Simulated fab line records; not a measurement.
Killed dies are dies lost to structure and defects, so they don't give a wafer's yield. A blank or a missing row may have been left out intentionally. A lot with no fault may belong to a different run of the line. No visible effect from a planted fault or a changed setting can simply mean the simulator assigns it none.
Matching of chambers | flow sfqLine | SFQ_TRILAYER_I7_CMP_CMP_184 on cmp-02 has 4 sister chambers
The step polishes SiO2. 4 wafers are shown with their chamber, then 7 later ones without.

== EACH WAFER AND ITS CHAMBER ==
wafer  | chamber | motorCurrentA (A)
L627.2 | 3       | 11.2
L628.4 | 2       | 10.3
L629.5 | 0       | 10.5
L631.1 | 1       | 11.3

== WAFERS WITHOUT THEIR CHAMBER ==
wafer  | motorCurrentA (A)
L631.2 | 11.0
L631.4 | 11.3
L634.4 | 10.2
L634.6 | 10.2
L645.1 | 10.8
L645.4 | 11.6
L645.5 | 10.7

== CHAMBER TAKEN BY EACH ==
wafer  | from the rows above               | in truth
L631.2 | can't be placed: 3 or 1 or 0      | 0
L631.4 | can't be placed: 1 or 3           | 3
L634.4 | can't be placed: 2 or 0           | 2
L634.6 | can't be placed: 2 or 0           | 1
L645.1 | can't be placed: 0 or 3 or 1 or 2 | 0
L645.4 | can't be placed: 1 or 3           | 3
L645.5 | can't be placed: 0 or 2 or 3      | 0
Correct placement for 0 of the 7. Can't be placed from these rows: 7 (the true chamber is among the candidates in 6). Number placed wrongly: 0.
How it was worked out, from the rows above alone: a wafer's distance from a chamber is the root of the sum, over the readings, of the square of ((its reading less the chamber's mean) divided by the reading's scatter). If the next closest chamber is less than 2 further off than the closest, the wafer can't be placed; otherwise it belongs to the closest. The mean given for a chamber averages the wafers shown for that chamber. The scatter: with one shown wafer a chamber, the root of the mean of the squares of how far each hidden wafer lies from its nearest shown one.
